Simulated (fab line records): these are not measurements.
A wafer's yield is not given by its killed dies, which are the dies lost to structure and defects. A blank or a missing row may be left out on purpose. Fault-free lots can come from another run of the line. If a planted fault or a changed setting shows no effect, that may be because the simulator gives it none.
2 desks looking at one fault + flow gf180mcu + numbers are kept per desk, each desk with only its own; the story behind them comes last

## AT THE METROLOGY DESK
What the gauges read for every lot (on any tool): the sampled wafers with a number, averaged. Marked OUT: a lot whose mean sits more than 4 standard deviations from the usual mean, which makes it out of limits; the brackets give that distance.
Columns: A = V3_W_RS at GF_V3_RS_MEAS_24, usual 0.328 ohm/sq; B = V3_W_THK at GF_V3_THK_MEAS_25, usual 370 nm
| lot  | first seen here | A     | B   |
|------|-----------------|-------|-----|
| L735 | day 23 05:47    | 0.333 | 364 |
| L744 | day 26 07:05    | 0.328 | 367 |
| L750 | day 28 08:45    | 0.329 | 373 |
| L751 | day 28 10:32    | 0.326 | 377 |
| L755 | day 29 13:16    | 0.327 | 370 |
| L757 | day 30 03:19    | 0.329 | 363 |
This desk's finding: nothing out of limits on any of the 6 lots.

## AT THE TOOL OWNER'S DESK: pvd_sputter-02
The tool's own readings at GF_M4_SPUTTER_01 (material TiN, target thk 30 nm, time 25 s): means of the sampled wafers that have a number, for each lot that ran on this tool. Marked OUT: a lot whose mean sits more than 4 standard deviations from the usual mean, which makes it out of limits; the brackets give that distance.
Columns: A = throttle_valve_pct at GF_M4_SPUTTER_01, usual 29.7 %
| lot  | first seen here | A    |
|------|-----------------|------|
| L735 | day 23 06:22    | 30.1 |
| L750 | day 28 09:19    | 30.1 |
| L751 | day 28 11:06    | 30.0 |
This desk's finding: nothing out of limits on any of the 3 lots.

## ALL TOGETHER
From the metrology desk's view, nothing was out of limits.
The desk of the tool owner found nothing out of limits.

## WHAT HAD BEEN PUT IN BY THE SIMULATOR
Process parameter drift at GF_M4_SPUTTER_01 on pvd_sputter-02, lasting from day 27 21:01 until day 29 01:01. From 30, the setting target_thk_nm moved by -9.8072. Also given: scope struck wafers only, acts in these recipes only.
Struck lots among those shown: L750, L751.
